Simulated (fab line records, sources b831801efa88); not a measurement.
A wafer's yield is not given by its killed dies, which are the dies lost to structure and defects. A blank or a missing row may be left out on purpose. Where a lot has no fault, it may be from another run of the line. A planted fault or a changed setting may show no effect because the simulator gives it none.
A lot that was struck, set against a sound lot / flow sky130 / 15 out of 708 route steps
Sound: these wafers, L265.2, L265.4, L265.6. Struck: wafers L280.1, L280.4 (left out: L280.5, a lot-mate that was not struck); the cause follows at the end.
Per side, at each step with rows, come the tool, then ch with its chambers, and then its first start. Under that, the readings that differ: sound wafers / struck wafers / difference of the means / sigmas: that difference in standard deviations of wafers without a fault.
alike: readings with means less than 2 such deviations apart, plus words and numbers identical on both sides. not compared: withheld readings, readings lacking a value on some wafer, bounds such as >300 that could conceal the same value, and numbers that have no deviation in the record and whose values overlap.
Wherever a step has rows on one side only, a row that says differs or no value, or a row with sigmas, the two part there. Numbers that have no deviation but don't overlap get no sigmas and don't part them. Lack of a reading on every wafer of one side parts them only where that side has two or more wafers.

SKY_LOCAL_INTERCONNECT_THK_MEAS_02: measures by xrf.
  sound on film metro-01 at day 30 20:11; struck on film metro-03 at day 35 18:37
  alike: LOCAL_INTERCONNECT_TIN_THK
then, 8 steps without rows for these wafers: SKY_LOCAL_INTERCONNECT_DEHYDRATE_03 (time 60 s); SKY_LOCAL_INTERCONNECT_HMDS_04 (prime time 60 s); SKY_LOCAL_INTERCONNECT_COAT_05 (resist thk 60 nm); SKY_LOCAL_INTERCONNECT_COAT_06 (resist thk 450 nm); SKY_LOCAL_INTERCONNECT_SOFTBAKE_07 (time 90 s); SKY_LOCAL_INTERCONNECT_EXPOSE_08 (exposes mask LI1M, target cd 170 nm); SKY_LOCAL_INTERCONNECT_PEB_09; SKY_LOCAL_INTERCONNECT_DEVELOP_10 (develop time 60 s).
SKY_LOCAL_INTERCONNECT_CD_MEAS_11 targets a cd of 170 nm.
  sound on cd sem-02 at day 32 00:14; struck on cd sem-01 at day 36 21:13
  alike: cd nm
SKY_LOCAL_INTERCONNECT_OVL_MEAS_12:
  sound on overlay-02 at day 32 00:20; struck on overlay-01 at day 36 21:20
  alike: LOCAL_INTERCONNECT_OVL
SKY_LOCAL_INTERCONNECT_ETCH_13: etches BARC in N2/H2, stops on SiO2, time 45.9 s, target depth 60 nm.
  sound on rie metal-03 ch 0,1, day 32 00:22; struck on rie metal-03 ch 1, day 36 21:22
  alike: drypump motor current A, oes product au, throttle valve pct
  not compared: rf hours counter h
SKY_LOCAL_INTERCONNECT_METAL_ETCH_14: etches TiN in Cl2/BCl3, stops on PSG, target depth 110 nm, time 31.4 s.
  sound on rie metal-03 ch 0,1, day 32 00:26; struck on rie metal-03 ch 1, day 36 21:26
reading=oes product au (a.u.); sound=0.934 0.950 0.955; struck=0.768 0.760; difference=-0.182; sigmas=-24
reading=throttle valve pct (%); sound=21.901 21.905 21.881; struck=22.027 22.033; difference=+0.134; sigmas=+14
reading=model.etch.depth nm (nm); sound=100 101.8 102.4; struck=68.06 68.34; difference=-33.20; sigmas=
reading=model.LOCAL_INTERCONNECT.feature depth nm (nm); sound=100 101.8 102.4; struck=68.06 68.34; difference=-33.20; sigmas=
reading=model.KrF-thick_of_LOCAL_INTERCONNECT_COAT_06.thk nm (nm); sound=351.3 352.3 351.1; struck=366.2 365.5; difference=+14.3; sigmas=
  alike: drypump motor current A
  not compared: rf hours counter h
SKY_LOCAL_INTERCONNECT_STRIP_15: strips in O2/N2.
  sound on plasma asher-04 ch 1, day 32 00:29; struck on plasma asher-02 ch 0, day 36 21:29
reading=oes product au (a.u.); sound=0.428 0.428 0.427; struck=0.435 0.439; difference=+0.009; sigmas=+2
reading=strip time to endpoint s (s); sound=4.745 4.755 4.750; struck=4.902 4.920; difference=+0.161; sigmas=+8
  alike: drypump motor current A
  not compared: rf hours counter h
then, 1 step without rows for these wafers: SKY_LOCAL_INTERCONNECT_STRIP_16 (strips in post etch residue remover, time 1200 s).

## WHERE THEY PART
Last at SKY_LOCAL_INTERCONNECT_STRIP_15 as far as this record goes, first at SKY_LOCAL_INTERCONNECT_METAL_ETCH_14.

WHY: what had been put in by the simulator
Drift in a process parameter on rie metal-03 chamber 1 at SKY_LOCAL_INTERCONNECT_METAL_ETCH_14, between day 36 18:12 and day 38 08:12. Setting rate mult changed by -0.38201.
